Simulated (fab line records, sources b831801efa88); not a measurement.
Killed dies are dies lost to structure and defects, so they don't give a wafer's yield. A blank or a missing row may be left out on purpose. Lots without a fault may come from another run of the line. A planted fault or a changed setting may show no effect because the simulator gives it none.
A struck lot beside a sound one | flow gf180mcu | 24 steps out of a route of 602
Sound: wafers L553.1, L553.2, L553.6. Struck: wafers L548.1, L548.3, L548.6. The cause comes at the end.
At each step with rows: each side's tool, then ch and its chambers, then its first start. Under that, the readings that differ: sound wafers | struck wafers | difference of the means | sigmas: that difference in standard deviations of wafers without a fault.
alike: readings whose means differ by less than 2 such deviations, and words and numbers that are the same on both sides. not compared: withheld readings, readings that some wafer has no value for, bounds like >300 that may hide the same value, and numbers for which the record gives no deviation and whose values overlap.
The two part at a step that has a row with sigmas, a row that says differs or no value, or rows on one side only. Numbers that don't overlap but have no deviation are shown without sigmas and don't part them. A reading that every wafer of one side lacks parts them only if that side has two wafers or more.

GF_HV_LDD_STRIP_49: strips in O2/N2.
  sound on plasma_asher-04 ch 0,1, day 18 06:56; struck on plasma_asher-02 ch 0,1, day 16 21:23
  alike: drypump_motor_current_A, heater_power_w, oes_product_au, strip_time_to_endpoint_s
  not compared: rf_hours_counter_h
GF_HV_LDD_TW_MEAS_50:
  sound on film_metro-04, day 18 07:02; struck on film_metro-01, day 16 21:29
  alike: HV_LDD_4_TW
then, 1 step without rows for these wafers: GF_HV_LDD_CLEAN_51 (cleans in SC1/SC2, time 150 s).
GF_HV_LDD_RTA_52: time 10 s.
  sound on rtp_anneal-01 ch 0, day 18 07:09; struck on rtp_anneal-02 ch 0, day 16 21:36
  reading            | sound    | struck   | difference | sigmas
  lamp_power_pct (%) | 36 36 37 | 24 24 24 | -12        | -2
  alike: wafer_temp_C_max
GF_HV_LDD_RS_MEAS_53: measures by four-point-probe.
  sound on film_metro-01, day 18 07:13; struck on film_metro-04, day 16 21:40
  alike: HV_LDD_RS
then, 1 step without rows for these wafers: GF_HV_LDD_CVD_54 (deposits SiO2 from TEOS, target thk 10 nm, time 75 s).
GF_HV_LDD_THK_MEAS_55:
  sound on film_metro-04, day 18 09:38; struck on film_metro-01, day 16 22:50
  reading                | sound             | struck         | difference | sigmas
  HV_LDD_CVD_54_THK (nm) | 10.17 10.28 10.26 | 9.90 9.89 9.83 | -0.36      | -3
then, 1 step without rows for these wafers: GF_HV_LDD_CVD_56 (deposits Si3N4 from DCS/NH3, target thk 90 nm, time 1543 s).
GF_HV_LDD_THK_MEAS_57:
  sound on film_metro-03, day 18 11:07; struck on film_metro-03, day 17 00:19
  alike: HV_LDD_CVD_56_THK
GF_HV_LDD_ETCHBACK_58: etches Si3N4 in CH3F/O2, stops on SiO2, time 100 s, target depth 90 nm.
  sound on rie_diel-03 ch 0,2, day 18 11:11; struck on rie_diel-02 ch 2,3, day 17 00:23
  alike: drypump_motor_current_A, oes_product_au, throttle_valve_pct
  not compared: rf_hours_counter_h
then, 2 steps without rows for these wafers: GF_NSD_DEHYDRATE_00 (time 60 s); GF_NSD_HMDS_01 (prime time 60 s).
GF_NSD_COAT_02: resist thk 1000 nm.
  sound on litho_track-01 ch 0, day 18 22:21; struck on litho_track-03 ch 0, day 17 11:06
  reading                                  | sound          | struck         | difference | sigmas
  dispense_pressure_kPa (kPa)              | 43 43 43       | 52 52 52       | +9         | +3
  model.NOVOLAK_of_NSD_COAT_02.thk_nm (nm) | 1002 1002 1004 | 1157 1155 1155 | +153       |
then, 3 steps without rows for these wafers: GF_NSD_SOFTBAKE_03 (time 60 s); GF_NSD_EXPOSE_04 (exposes mask Nplus, target cd 400 nm); GF_NSD_PEB_05.
GF_NSD_DEVELOP_06: develop time 60 s.
  sound on litho_track-03 ch 0, day 19 10:45; struck on litho_track-04 ch 0, day 17 22:41
  reading                                  | sound          | struck         | difference | sigmas
  model.NOVOLAK_of_NSD_COAT_02.thk_nm (nm) | 1002 1001 1003 | 1157 1155 1154 | +153       |
GF_NSD_CD_MEAS_07: target cd 400 nm.
  sound on cd_sem-01, day 19 10:54; struck on cd_sem-01, day 17 23:07
  reading    | sound             | struck            | difference | sigmas
  cd_nm (nm) | 397.9 396.0 396.0 | 387.9 383.4 385.8 | -10.9      | -5
  not compared: hold
GF_NSD_OVL_MEAS_08:
  sound on overlay-01, day 19 11:01; struck on overlay-02, day 18 01:01
  reading | sound | struck                                                                     | difference                   | sigmas
  hold    | - - - | await_dispo/1.8h/release await_dispo/1.8h/release await_dispo/1.8h/release | no value on the sound wafers |
  alike: NSD_OVL
then, 2 steps without rows for these wafers: GF_NSD_IMPLANT_09; GF_NSD_IMPLANT_10.
GF_NSD_STRIP_11: strips in O2/N2.
  sound on plasma_asher-01 ch 0,1, day 19 11:21; struck on plasma_asher-03 ch 0,1, day 18 01:21
  reading                      | sound             | struck            | difference | sigmas
  oes_product_au (a.u.)        | 0.498 0.485 0.485 | 0.501 0.501 0.510 | +0.015     | +3
  strip_time_to_endpoint_s (s) | 22.96 22.95 23.00 | 24.70 24.69 24.66 | +1.71      | +37
  alike: drypump_motor_current_A, heater_power_w
  not compared: rf_hours_counter_h
GF_NSD_TW_MEAS_12:
  sound on film_metro-02, day 19 11:27; struck on film_metro-03, day 18 01:27
  alike: NSD_TW
GF_PASSIVATION_PROBE_99:
  the record has rows for the sound wafers here (prober-01, day 33 20:55) and none for the struck ones

WHERE THEY PART
First at GF_HV_LDD_RTA_52; last, within this record, at GF_PASSIVATION_PROBE_99.

WHY: what the simulator had put in
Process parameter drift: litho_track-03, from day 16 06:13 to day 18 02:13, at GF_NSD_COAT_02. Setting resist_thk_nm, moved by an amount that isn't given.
